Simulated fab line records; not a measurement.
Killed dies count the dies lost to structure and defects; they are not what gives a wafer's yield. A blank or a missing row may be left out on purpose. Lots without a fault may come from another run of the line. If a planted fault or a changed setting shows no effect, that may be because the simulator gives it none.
Which tool did it? + flow sky130 + Sampling: 10 lots, 30 wafers, 4 of 708 route steps

## WHAT THE GAUGES READ, wafer by wafer
SKY_METAL5_RS_MEAS_05: measures by four-point-probe.
| lot  | measured     | on            | METAL5_ALCU_RS (ohm/sq) |
|------|--------------|---------------|-------------------------|
| L178 | day 43 19:14 | film_metro-02 | 0.02723 0.02732 0.02734 |
| L179 | day 44 21:42 | film_metro-02 | 0.02715 0.02722 0.02715 |
| L182 | day 44 23:55 | film_metro-03 | 0.02743 0.02744 0.02728 |
| L184 | day 45 07:15 | film_metro-04 | 0.02665 0.02702 0.02709 |
| L190 | day 46 16:11 | film_metro-03 | 0.02728 0.027 0.02115   |
| L193 | day 47 13:14 | film_metro-02 | 0.02693 0.02717 0.02094 |
| L194 | day 47 18:42 | film_metro-03 | 0.02709 0.02723 0.02708 |
| L196 | day 47 23:04 | film_metro-04 | 0.02711 0.02696 0.02713 |
| L197 | day 48 07:14 | film_metro-03 | 0.02711 0.02689 0.02707 |
| L198 | day 48 12:44 | film_metro-03 | 0.02717 0.02701 0.0274  |

## WHICH TOOL RAN EACH LOT (tool, then ch and the chambers of the sampled wafers, then the start)
| lot  | SKY_VIA4_SPUTTER_17          | SKY_METAL5_SPUTTER_01        | SKY_METAL5_SPUTTER_02        |
|------|------------------------------|------------------------------|------------------------------|
| L178 | pvd_sputter-04, day 43 18:21 | pvd_sputter-02, day 43 19:04 | pvd_sputter-02, day 43 19:05 |
| L179 | pvd_sputter-03, day 44 20:48 | pvd_sputter-02, day 44 21:31 | pvd_sputter-02, day 44 21:32 |
| L182 | pvd_sputter-01, day 44 23:03 | pvd_sputter-01, day 44 23:46 | pvd_sputter-01, day 44 23:47 |
| L184 | pvd_sputter-01, day 45 06:21 | pvd_sputter-04, day 45 07:04 | pvd_sputter-04, day 45 07:05 |
| L190 | pvd_sputter-04, day 46 15:17 | pvd_sputter-02, day 46 15:59 | pvd_sputter-02, day 46 16:01 |
| L193 | pvd_sputter-04, day 47 12:22 | pvd_sputter-02, day 47 13:05 | pvd_sputter-02, day 47 13:07 |
| L194 | pvd_sputter-03, day 47 17:48 | pvd_sputter-01, day 47 18:31 | pvd_sputter-01, day 47 18:32 |
| L196 | pvd_sputter-01, day 47 22:12 | pvd_sputter-04, day 47 22:55 | pvd_sputter-04, day 47 22:56 |
| L197 | pvd_sputter-03, day 48 06:20 | pvd_sputter-01, day 48 07:05 | pvd_sputter-01, day 48 07:07 |
| L198 | pvd_sputter-01, day 48 11:52 | pvd_sputter-04, day 48 12:35 | pvd_sputter-04, day 48 12:37 |
- SKY_VIA4_SPUTTER_17: material TiN, target thk 20 nm, time 80 s.
- SKY_METAL5_SPUTTER_01: material TiN, target thk 20 nm, time 16.7 s.
- SKY_METAL5_SPUTTER_02: material AlCu, target thk 1150 nm, time 61.2 s.

## THE ANSWER, worked out from the rows above alone
Rule: usual is defined by the lots themselves. The widest of any qualifying gaps counts: lots, ordered by their means at a reading, are off when they make up no more than a third of the lots, leave a main group of 4 or more, and stand apart from it by 3 or more times the standard deviation of that group's means. The tables above print the reading to a certain number of digits; a main group whose means all agree to those digits is not used. Also off: a lot with no number at a reading for which 4 or more lots have one. Any other lot the step has rows for is counted as sound.
Off: L190, L193, seen at SKY_METAL5_RS_MEAS_05 (METAL5_ALCU_RS). The main group has a mean of 0.0271 ohm/sq with a standard deviation of 0.00014.
If a tool, at a process step before that reading, ran all the lots that are off and no sound lot after the first of them, it fits. Those tools and the gauges at SKY_METAL5_RS_MEAS_05 are tried in the same way. This does not decide it: 2 tools fit, namely pvd_sputter-04 at SKY_VIA4_SPUTTER_17 and pvd_sputter-02 at SKY_METAL5_SPUTTER_01 and SKY_METAL5_SPUTTER_02.

## WHAT WAS PUT IN BY THE SIMULATOR
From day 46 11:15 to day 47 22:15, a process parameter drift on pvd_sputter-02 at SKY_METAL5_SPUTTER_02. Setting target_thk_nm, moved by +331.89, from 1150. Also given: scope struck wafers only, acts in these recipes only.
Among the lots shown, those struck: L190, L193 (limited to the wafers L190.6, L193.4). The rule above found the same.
